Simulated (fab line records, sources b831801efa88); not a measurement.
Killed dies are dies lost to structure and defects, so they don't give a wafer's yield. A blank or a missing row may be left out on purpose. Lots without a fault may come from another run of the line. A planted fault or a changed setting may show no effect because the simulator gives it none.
Which tool did it? | flow sky130 | 24 lots, 72 wafers sampled, at 5 steps of a route of 708

WHAT THE GAUGES READ, wafer by wafer
SKY_SONOS_ONO_THK_MEAS_01.
lot  | measured     | on            | SONOS_ONO_OXIDATION_THK (nm)
L074 | day 11 18:33 | film_metro-01 | 2.62 2.57 2.64
L075 | day 11 21:08 | film_metro-02 | 2.53 2.54 2.62
L076 | day 12 04:18 | film_metro-02 | 2.58 2.62 2.58
L077 | day 12 11:58 | film_metro-02 | 2.53 2.53 2.52
L078 | day 12 20:58 | film_metro-03 | 2.64 2.69 2.67
L079 | day 13 06:31 | film_metro-03 | 2.57 2.54 2.59
L080 | day 13 20:52 | film_metro-03 | 2.69 2.64 2.68
L081 | day 14 05:43 | film_metro-02 | 2.68 2.64 2.73
L082 | day 14 10:07 | film_metro-02 | 2.66 2.62 2.57
L084 | day 15 04:29 | film_metro-03 | 2.77 2.72 2.66
L083 | day 15 04:29 | film_metro-01 | 2.70 2.69 2.66
L085 | day 15 10:40 | film_metro-01 | 2.56 2.53 2.64
L086 | day 15 17:57 | film_metro-01 | 2.50 2.50 2.56
L087 | day 15 19:31 | film_metro-02 | 2.61 2.66 2.61
L088 | day 16 06:53 | film_metro-02 | 2.57 2.70 2.65
L089 | day 16 18:32 | film_metro-01 | 2.50 2.47 2.49
L090 | day 16 22:45 | film_metro-02 | 2.45 2.48 2.55
L091 | day 17 05:29 | film_metro-03 | 2.63 2.67 2.63
L092 | day 17 12:34 | film_metro-02 | 2.60 2.66 2.61
L093 | day 17 21:16 | film_metro-03 | 2.62 2.67 2.63
L094 | day 18 03:40 | film_metro-02 | 2.67 2.56 2.66
L095 | day 18 14:55 | film_metro-03 | 2.63 2.69 2.61
L096 | day 18 18:56 | film_metro-01 | 2.67 2.64 2.61
L097 | day 19 02:10 | film_metro-02 | 2.53 2.54 2.57

SKY_SONOS_ONO_OVL_MEAS_14.
lot  | measured     | on         | SONOS_ONO_OVL (nm)
L074 | day 12 21:05 | overlay-02 | 1.0 1.1 -0.1
L075 | day 13 01:29 | overlay-02 | -0.5 1.8 0.9
L076 | day 13 10:01 | overlay-02 | -0.6 0.5 0.5
L077 | day 13 15:20 | overlay-02 | 0.5 0.9 0.8
L078 | day 14 02:25 | overlay-01 | 2.1 1.0 1.7
L079 | day 14 11:44 | overlay-02 | -0.5 -1.6 0.4
L080 | day 15 01:43 | overlay-01 | 2.7 2.6 1.3
L081 | day 15 12:15 | overlay-01 | -0.7 1.6 -0.1
L082 | day 15 18:47 | overlay-02 | 1.5 1.1 0.1
L084 | day 16 11:26 | overlay-02 | -2.1 -3.4 -1.3
L083 | day 16 10:52 | overlay-01 | 2.3 1.9 2.8
L085 | day 16 19:34 | overlay-01 | 0.3 0.0 -0.4
L086 | day 17 01:16 | overlay-02 | 0.7 0.9 1.6
L087 | day 17 02:20 | overlay-01 | 0.5 0.6 0.2
L088 | day 17 13:35 | overlay-01 | 0.7 0.5 1.2
L089 | day 18 02:04 | overlay-02 | 2.5 2.0 3.0
L090 | day 18 07:02 | overlay-01 | 0.8 0.8 -0.4
L091 | day 18 15:35 | overlay-02 | 2.3 1.6 1.3
L092 | day 18 20:29 | overlay-02 | 2.0 0.6 2.2
L093 | day 19 05:31 | overlay-02 | 1.4 0.7 2.3
L094 | day 19 14:05 | overlay-02 | 1.4 2.1 2.4
L095 | day 19 23:38 | overlay-02 | 0.9 0.8 -0.3
L096 | day 20 06:38 | overlay-02 | -0.3 1.2 2.0
L097 | day 20 11:29 | overlay-02 | 0.7 1.7 1.5

SKY_LDD_HVN_OVL_MEAS_07.
lot  | measured     | on         | LDD_HVN_OVL (nm)
L074 | day 20 13:29 | overlay-02 | 0.7 -1.0 -0.5
L075 | day 20 19:56 | overlay-02 | -0.7 -1.0 -0.1
L076 | day 21 05:02 | overlay-01 | 1.1 1.0 -0.7
L077 | day 21 09:41 | overlay-01 | 0.2 -0.2 -0.8
L078 | day 22 02:32 | overlay-02 | 0.0 0.0 -1.6
L079 | day 22 13:58 | overlay-02 | -0.3 1.0 0.7
L080 | day 23 03:34 | overlay-01 | 0.2 -0.2 0.5
L081 | day 23 10:47 | overlay-01 | 1.2 0.7 0.9
L082 | day 23 19:55 | overlay-01 | 2.3 2.2 1.6
L084 | day 24 13:56 | overlay-01 | 2.7 1.6 1.7
L083 | day 24 14:52 | overlay-01 | 1.5 0.4 0.2
L085 | day 24 20:26 | overlay-02 | -2.0 -1.0 0.8
L086 | day 25 02:02 | overlay-01 | 0.9 0.1 -0.1
L087 | day 25 03:13 | overlay-02 | 2.8 2.1 1.2
L088 | day 25 10:16 | overlay-01 | 2.5 2.5 1.1
L089 | day 26 01:31 | overlay-01 | 1.4 1.9 1.4
L090 | day 26 07:49 | overlay-02 | 0.8 1.8 2.6
L091 | day 26 14:37 | overlay-02 | 1.7 2.3 3.8
L092 | day 26 23:52 | overlay-01 | 4.1 1.4 1.4
L093 | day 27 03:19 | overlay-01 | 0.6 0.8 2.0
L094 | day 27 09:35 | overlay-01 | -1.0 0.6 -0.2
L095 | day 27 17:59 | overlay-02 | 1.1 1.7 0.9
L096 | day 28 01:22 | overlay-02 | -0.9 -0.7 -1.7
L097 | day 28 08:29 | overlay-02 | -2.0 -3.0 -3.5

WHICH TOOL RAN EACH LOT (tool, then ch and the chambers of the sampled wafers, then the start)
lot  | SKY_NWELL_STRIP_25                   | SKY_POLY_GATE_ETCH_15
L074 | plasma_asher-03 ch 0,1, day 5 09:56  | rie_diel-04 ch 1,2,3, day 16 15:19
L075 | plasma_asher-04 ch 0,1, day 5 11:51  | rie_diel-02 ch 0,1,2, day 16 20:13
L076 | plasma_asher-03 ch 1, day 5 19:45    | rie_diel-02 ch 0,2, day 17 07:28
L077 | plasma_asher-03 ch 0, day 6 01:44    | rie_diel-04 ch 0,1,2, day 17 10:55
L078 | plasma_asher-04 ch 0,1, day 6 09:29  | rie_diel-01 ch 0,1,2, day 18 02:34
L079 | plasma_asher-03 ch 0,1, day 6 13:32  | rie_diel-04 ch 0,1,2, day 18 13:01
L080 | plasma_asher-04 ch 0,1, day 7 02:21  | rie_diel-04 ch 2,3, day 19 03:37
L081 | plasma_asher-04 ch 1, day 7 07:50    | rie_diel-04 ch 0,3, day 19 11:46
L082 | plasma_asher-04 ch 0,1, day 7 11:32  | rie_diel-04 ch 1,3, day 19 21:37
L084 | plasma_asher-02 ch 0,1, day 7 23:53  | rie_diel-01 ch 0,2, day 20 14:33
L083 | plasma_asher-04 ch 0, day 8 00:50    | rie_diel-04 ch 1,2,3, day 20 16:31
L085 | plasma_asher-04 ch 0, day 8 07:38    | rie_diel-01 ch 0,1, day 20 22:46
L086 | plasma_asher-02 ch 1, day 8 13:29    | rie_diel-04 ch 0,2, day 21 04:13
L087 | plasma_asher-03 ch 0,1, day 8 14:44  | rie_diel-02 ch 2,3, day 21 05:46
L088 | plasma_asher-04 ch 0,1, day 8 22:59  | rie_diel-01 ch 1,2,3, day 21 14:04
L089 | plasma_asher-02 ch 0,1, day 9 07:21  | rie_diel-04 ch 0,2,3, day 22 06:13
L090 | plasma_asher-02 ch 0,1, day 9 09:00  | rie_diel-02 ch 0,1,2, day 22 11:01
L091 | plasma_asher-03 ch 0,1, day 9 16:05  | rie_diel-04 ch 0,1,2, day 22 18:58
L092 | plasma_asher-04 ch 0,1, day 9 19:23  | rie_diel-01 ch 0,3, day 23 04:40
L093 | plasma_asher-04 ch 0,1, day 10 03:35 | rie_diel-02 ch 0,3, day 23 08:52
L094 | plasma_asher-02 ch 0,1, day 10 06:14 | rie_diel-04 ch 1,3, day 23 16:04
L095 | plasma_asher-02 ch 0, day 10 17:50   | rie_diel-02 ch 0,2,3, day 24 00:40
L096 | plasma_asher-02 ch 0,1, day 10 21:38 | rie_diel-02 ch 0,2,3, day 24 07:55
L097 | plasma_asher-03 ch 0,1, day 11 02:30 | rie_diel-01 ch 1,2,3, day 24 14:43
- SKY_NWELL_STRIP_25: strips in O2/N2.
- SKY_POLY_GATE_ETCH_15: etches BARC in N2/H2, stops on SiO2, time 118.5 s, target depth 110 nm.

WHAT THE TOOLS THEMSELVES READ (means of the sampled wafers that have a number; where no wafer has one, the mark that the record gives instead)
SKY_NWELL_STRIP_25.
lot  | tool            | drypump_motor_current_A (A) | o2_flow_sccm (sccm) | oes_product_au (a.u.) | strip_time_to_endpoint_s (s)
L074 | plasma_asher-03 | 5.5                         | 3004                | 0.723                 | 36.91
L075 | plasma_asher-04 | 6.1                         | 3015                | 0.722                 | 36.76
L076 | plasma_asher-03 | 5.5                         | 2991                | 0.717                 | 36.92
L077 | plasma_asher-03 | 5.5                         | 2998                | 0.719                 | 36.92
L078 | plasma_asher-04 | 6.3                         | 3000                | 0.720                 | 36.84
L079 | plasma_asher-03 | 5.5                         | 2993                | 0.725                 | 36.61
L080 | plasma_asher-04 | 6.1                         | 3004                | 0.721                 | 36.78
L081 | plasma_asher-04 | 6.4                         | 3009                | 0.724                 | 37.00
L082 | plasma_asher-04 | 6.3                         | 2998                | 0.720                 | 36.93
L084 | plasma_asher-02 | 5.9                         | 2992                | 0.721                 | 36.84
L083 | plasma_asher-04 | 6.0                         | 3004                | 0.722                 | 36.89
L085 | plasma_asher-04 | 5.9                         | 3004                | 0.724                 | 36.83
L086 | plasma_asher-02 | 6.3                         | 2993                | 0.722                 | 36.93
L087 | plasma_asher-03 | 5.6                         | 3000                | 0.725                 | 36.90
L088 | plasma_asher-04 | 6.1                         | 3004                | 0.724                 | 37.08
L089 | plasma_asher-02 | 6.1                         | 3000                | 0.723                 | 37.09
L090 | plasma_asher-02 | 6.1                         | 2995                | 0.721                 | 36.84
L091 | plasma_asher-03 | 5.5                         | 2993                | 0.724                 | 36.91
L092 | plasma_asher-04 | 6.1                         | 2994                | 0.725                 | 36.79
L093 | plasma_asher-04 | 6.3                         | 2997                | 0.721                 | 36.85
L094 | plasma_asher-02 | 6.1                         | 2995                | 0.719                 | 36.92
L095 | plasma_asher-02 | 5.7                         | 3000                | 0.720                 | 36.81
L096 | plasma_asher-02 | 5.9                         | 2995                | 0.722                 | 36.63
L097 | plasma_asher-03 | 5.5                         | 3002                | 0.719                 | 37.08

SKY_POLY_GATE_ETCH_15.
lot  | tool        | drypump_motor_current_A (A) | oes_product_au (a.u.) | throttle_valve_pct (%)
L074 | rie_diel-04 | 5.5                         | 0.713                 | 13.209
L075 | rie_diel-02 | 5.6                         | 0.716                 | 13.215
L076 | rie_diel-02 | 5.6                         | 0.718                 | 13.218
L077 | rie_diel-04 | 6.0                         | 0.717                 | 13.213
L078 | rie_diel-01 | 5.8                         | 0.714                 | 13.220
L079 | rie_diel-04 | 6.0                         | 0.713                 | 13.210
L080 | rie_diel-04 | 5.0                         | 0.711                 | 13.223
L081 | rie_diel-04 | 5.2                         | 0.714                 | 13.212
L082 | rie_diel-04 | 5.7                         | 0.717                 | 13.221
L084 | rie_diel-01 | 5.5                         | 0.715                 | 13.209
L083 | rie_diel-04 | 5.5                         | 0.718                 | 13.216
L085 | rie_diel-01 | 5.5                         | 0.716                 | 13.205
L086 | rie_diel-04 | 5.8                         | 0.715                 | 13.214
L087 | rie_diel-02 | 6.2                         | 0.716                 | 13.210
L088 | rie_diel-01 | 6.1                         | 0.715                 | 13.221
L089 | rie_diel-04 | 5.5                         | 0.714                 | 13.205
L090 | rie_diel-02 | 5.6                         | 0.714                 | 13.220
L091 | rie_diel-04 | 6.0                         | 0.716                 | 13.217
L092 | rie_diel-01 | 5.5                         | 0.711                 | 13.212
L093 | rie_diel-02 | 6.3                         | 0.719                 | 13.211
L094 | rie_diel-04 | 5.7                         | 0.711                 | 13.207
L095 | rie_diel-02 | 5.9                         | 0.716                 | 13.215
L096 | rie_diel-02 | 5.9                         | 0.716                 | 13.215
L097 | rie_diel-01 | 6.1                         | 0.713                 | 13.222

THE ANSWER, worked out from the rows above alone
Rule: what is usual is taken from the lots themselves. Put in order of their means at a reading, lots are off if they are a third of the lots or fewer, leave a main group of 4 or more, and stand apart from it by a gap of 3 or more times the standard deviation of the main group's means; of several such gaps the widest counts. A main group whose means are all the same, to the digits that the tables above print for the reading, isn't used. A lot without any number at a reading at which 4 lots or more have one is off too. The other lots that the step has rows for count as sound. The gauges are gone through in route order, then the tools' own readings, and for those a lot's mean is taken as printed above. The first step at which some lot is off is used, and at that step the reading that is off furthest; a lot without a number counts as furthest.
No lot is off at any reading shown: from this, nothing can be told.

WHAT THE SIMULATOR HAD PUT IN
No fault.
